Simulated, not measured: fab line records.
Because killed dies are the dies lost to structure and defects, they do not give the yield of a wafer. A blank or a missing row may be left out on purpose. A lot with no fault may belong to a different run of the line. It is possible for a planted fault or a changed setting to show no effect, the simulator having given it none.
A struck lot beside a sound one -- flow sky130 -- 20 steps out of a route of 708
Sound: the wafers L374.1, L374.2, L374.6. The struck wafers were L392.2, L392.3, L392.4. The cause comes at the end.
At each step with rows: each side's tool, then ch and its chambers, then its first start. Under that, the readings that differ: sound wafers -- struck wafers -- difference of the means -- sigmas: that difference in standard deviations of wafers without a fault.
alike: same words and numbers on both sides, and readings whose means sit less than 2 such deviations apart. not compared: any withheld reading, any reading some wafer has no value for, any bound like >300 that may hide the same value, and any number with overlapping values for which the record gives no deviation.
A row with sigmas, a row that says differs or no value, or rows on one side alone: a step with any of these is where the two part. When numbers do not overlap yet have no deviation, they are printed without sigmas and do not part them. Lack of a reading on every wafer of one side parts them only where that side has two or more wafers.

first, 6 steps without rows for these wafers: SKY_VT_ADJUST_PCH_HMDS_01 (prime time 60 s); SKY_VT_ADJUST_PCH_COAT_02 (resist thk 3000 nm); SKY_VT_ADJUST_PCH_SOFTBAKE_03; SKY_VT_ADJUST_PCH_EXPOSE_04 (exposes mask NWM, target cd 840 nm); SKY_VT_ADJUST_PCH_PEB_05; SKY_VT_ADJUST_PCH_DEVELOP_06 (develop time 60 s).
SKY_VT_ADJUST_PCH_OVL_MEAS_07:
  struck on overlay-01, day 16 10:23; sound on overlay-02, day 11 00:36
  alike: VT_ADJUST_PCH_OVL
after that, 1 step had no rows for these wafers: SKY_VT_ADJUST_PCH_IMPLANT_08.
SKY_VT_ADJUST_PCH_STRIP_09: strips in O2/N2.
  sound on plasma asher-01 ch 0,1, day 11 00:47; struck on plasma asher-01 ch 0,1, day 16 10:34
  alike: drypump motor current A, oes product au, strip time to endpoint s
  not compared: rf hours counter h
SKY_VT_ADJUST_PCH_TW_MEAS_10:
  struck on film metro-01, day 16 10:40; sound on film metro-02, day 11 00:53
  alike: VT_ADJUST_PCH_TW
then, 2 steps without rows for these wafers: SKY_SONOS_TUNNEL_DEHYDRATE_00 (time 60 s); SKY_SONOS_TUNNEL_HMDS_01 (prime time 60 s).
SKY_SONOS_TUNNEL_COAT_02: resist thk 1140 nm.
  sound on litho track-01 ch 0, day 11 12:22; struck on litho track-04 ch 0, day 17 00:25
reading,sound,struck,difference,sigmas
model.NOVOLAK_of_SONOS_TUNNEL_COAT_02.thk nm (nm),1137 1138 1139,979.4 975.6 977.2,-160.6,
then, 3 steps without rows for these wafers: SKY_SONOS_TUNNEL_SOFTBAKE_03 (time 60 s); SKY_SONOS_TUNNEL_EXPOSE_04 (exposes mask TUNM, target cd 410 nm); SKY_SONOS_TUNNEL_PEB_05.
SKY_SONOS_TUNNEL_DEVELOP_06: develop time 60 s.
  sound on litho track-04 ch 0, day 12 00:06; struck on litho track-01 ch 0, day 17 15:02
reading,sound,struck,difference,sigmas
model.NOVOLAK_of_SONOS_TUNNEL_COAT_02.thk nm (nm),1136 1137 1138,979 975.2 976.8,-160,
  alike: developer temp C
SKY_SONOS_TUNNEL_CD_MEAS_07: target cd 410 nm.
  struck on cd sem-02, day 17 15:11; sound on cd sem-02, day 12 00:15
reading,sound,struck,difference,sigmas
cd nm (nm),406.0 404.0 406.1,427.1 430.4 429.9,+23.8,+8
SKY_SONOS_TUNNEL_OVL_MEAS_08:
  struck on overlay-02, day 17 15:17; sound on overlay-02, day 12 00:24
  alike: SONOS_TUNNEL_OVL
SKY_PAD_OPEN_PROBE_99:
  sound wafers here have rows in the record (prober-01, day 46 07:54); struck ones have none

## WHERE THEY PART
Earliest at SKY_SONOS_TUNNEL_CD_MEAS_07; latest, in this record, at SKY_PAD_OPEN_PROBE_99.

WHY: what the simulator had put in
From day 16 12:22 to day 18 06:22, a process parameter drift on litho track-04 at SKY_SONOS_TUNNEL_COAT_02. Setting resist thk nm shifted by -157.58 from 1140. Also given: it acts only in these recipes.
